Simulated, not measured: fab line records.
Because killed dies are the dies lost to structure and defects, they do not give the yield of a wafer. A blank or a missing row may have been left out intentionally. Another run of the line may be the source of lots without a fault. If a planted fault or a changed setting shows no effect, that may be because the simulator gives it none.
Which tool did it? | flow gf180mcu | 36 wafers from 12 lots sampled at 4 of the route's 602 steps

WHAT EACH GAUGE READ, for each wafer
GF_V5_THK_MEAS_03. Usual: V5_CVD_02_THK typically reads 1453 nm, with standard deviation 17.
lot  | measured     | on            | V5_CVD_02_THK (nm) | flag
L461 | day 26 20:23 | film-metro-03 | 1455 1452 1456     |
L463 | day 27 09:29 | film-metro-03 | 1457 1430 1465     |
L464 | day 27 18:38 | film-metro-01 | 1440 1475 1475     |
L465 | day 28 03:15 | film-metro-01 | 1429 1487 1454     |
L466 | day 28 09:36 | film-metro-02 | 1455 1461 1462     |
L473 | day 30 18:22 | film-metro-03 | 1438 1465 1452     |
L474 | day 31 01:44 | film-metro-02 | 1439 1464 1457     |
L476 | day 31 11:58 | film-metro-02 | 1447 1478 1462     |
L478 | day 32 05:35 | film-metro-02 | 1450 1436 1456     |
L479 | day 32 06:48 | film-metro-03 | 1424 1467 1453     |
L480 | day 32 15:22 | film-metro-02 | 1422 1464 1467     |
L482 | day 32 22:58 | film-metro-02 | 1431 1460 1429     |

GF_PASSIVATION_THK_MEAS_01. Usual: PASSIVATION_CVD_00_THK typically reads 999 nm, with standard deviation 13.
lot  | measured     | on            | PASSIVATION_CVD_00_THK (nm) | flag
L461 | day 28 15:34 | film-metro-03 | 993 989 999                 |
L463 | day 29 03:52 | film-metro-04 | 976 994 1006                |
L464 | day 29 12:56 | film-metro-02 | 816 987 1018                | OFF
L465 | day 29 20:41 | film-metro-03 | 981 842 1003                | OFF
L466 | day 30 01:31 | film-metro-04 | 1010 1003 990               |
L473 | day 32 07:50 | film-metro-04 | 981 1001 1007               |
L474 | day 32 15:05 | film-metro-02 | 1002 1007 1008              |
L476 | day 33 00:25 | film-metro-03 | 989 995 995                 |
L478 | day 33 17:29 | film-metro-04 | 990 985 1005                |
L479 | day 33 18:28 | film-metro-03 | 1017 1010 1031              |
L480 | day 34 01:33 | film-metro-03 | 1001 1019 1003              |
L482 | day 34 08:22 | film-metro-04 | 1019 979 1011               |

TOOL THAT RAN EACH LOT (tool first, then ch and the chambers of the sampled wafers, then the start)
lot  | GF_V5_STRIP_18                       | GF_PASSIVATION_CVD_00
L461 | plasma-asher-01 ch 0,1, day 27 17:10 | pecvd-03 ch 1,2, day 28 15:29
L463 | plasma-asher-03 ch 0,1, day 28 06:05 | pecvd-01 ch 0,1, day 29 03:47
L464 | plasma-asher-01 ch 0,1, day 28 14:58 | pecvd-03 ch 0,1, day 29 12:51
L465 | plasma-asher-03 ch 0,1, day 28 23:16 | pecvd-03 ch 0,2, day 29 20:36
L466 | plasma-asher-02 ch 0,1, day 29 05:17 | pecvd-02 ch 0,1,2, day 30 01:26
L473 | plasma-asher-03 ch 0,1, day 31 12:28 | pecvd-02 ch 0,1, day 32 07:45
L474 | plasma-asher-01 ch 0,1, day 31 20:09 | pecvd-01 ch 0,1,2, day 32 15:01
L476 | plasma-asher-02 ch 0,1, day 32 05:41 | pecvd-02 ch 0,1,2, day 33 00:19
L478 | plasma-asher-03 ch 0,1, day 32 23:04 | pecvd-03 ch 1,2, day 33 17:25
L479 | plasma-asher-03 ch 1, day 33 00:01   | pecvd-03 ch 1,2, day 33 18:24
L480 | plasma-asher-02 ch 0,1, day 33 08:16 | pecvd-03 ch 1,2, day 34 01:28
L482 | plasma-asher-03 ch 0,1, day 33 15:43 | pecvd-03 ch 0,1,2, day 34 08:17
- GF_V5_STRIP_18: strips in O2/N2.
- GF_PASSIVATION_CVD_00: deposits SiO2 from TEOS, target thk 1000 nm, time 111.95 s.

AS READ BY THE TOOLS THEMSELVES (means over the sampled wafers that have a number; for cases with no such wafer, the mark the record gives instead)
GF_V5_STRIP_18. Usual: drypump-motor-current-A 5.78 A, standard deviation 0.27; heater-power-w 345 W, standard deviation 35; oes-product-au 0.569 a.u., standard deviation 0.005.
lot  | tool            | drypump-motor-current-A (A) | heater-power-w (W) | oes-product-au (a.u.) | flag
L461 | plasma-asher-01 | 5.62                        | 302                | 0.574                 |
L463 | plasma-asher-03 | 5.81                        | 361                | 0.562                 |
L464 | plasma-asher-01 | 5.62                        | 302                | 0.568                 |
L465 | plasma-asher-03 | 5.80                        | 360                | 0.567                 |
L466 | plasma-asher-02 | 6.11                        | 362                | 0.572                 |
L473 | plasma-asher-03 | 5.72                        | 368                | 0.566                 |
L474 | plasma-asher-01 | 5.57                        | 298                | 0.566                 |
L476 | plasma-asher-02 | 5.87                        | 369                | 0.572                 |
L478 | plasma-asher-03 | 5.71                        | 375                | 0.568                 |
L479 | plasma-asher-03 | 5.91                        | 331                | 0.570                 |
L480 | plasma-asher-02 | 5.87                        | 377                | 0.568                 |
L482 | plasma-asher-03 | 5.72                        | 370                | 0.566                 |

GF_PASSIVATION_CVD_00. Usual: 614 W for heater-power-w, sd 95.
lot  | tool     | heater-power-w (W) | flag
L461 | pecvd-03 | 578                |
L463 | pecvd-01 | 551                |
L464 | pecvd-03 | 628                |
L465 | pecvd-03 | 602                |
L466 | pecvd-02 | 595                |
L473 | pecvd-02 | 595                |
L474 | pecvd-01 | 635                |
L476 | pecvd-02 | 586                |
L478 | pecvd-03 | 632                |
L479 | pecvd-03 | 587                |
L480 | pecvd-03 | 544                |
L482 | pecvd-03 | 629                |

THE ANSWER, worked out from the rows above alone
Rule: lot off if the mean of its wafers having a number is beyond 3 standard deviations from the usual mean. Also off: a lot with no number at a reading for which 4 or more lots have one. All remaining lots with rows at the step are treated as sound. Order of review: gauges by route order, followed by the tools' own readings, for which a lot's mean as printed above is used. At the first step where some lot is off, the reading lying furthest off is the one used; lots without a number count as furthest.
Off: L464, L465, at GF_PASSIVATION_THK_MEAS_01 (PASSIVATION_CVD_00_THK).
A tool fits if, at a process step before that reading, it ran every lot that is off, and no sound lot after the first of them. Those tools and the gauges at GF_PASSIVATION_THK_MEAS_01 are tried in the same way. None of those tried fits.

WHAT THE SIMULATOR HAD INSERTED
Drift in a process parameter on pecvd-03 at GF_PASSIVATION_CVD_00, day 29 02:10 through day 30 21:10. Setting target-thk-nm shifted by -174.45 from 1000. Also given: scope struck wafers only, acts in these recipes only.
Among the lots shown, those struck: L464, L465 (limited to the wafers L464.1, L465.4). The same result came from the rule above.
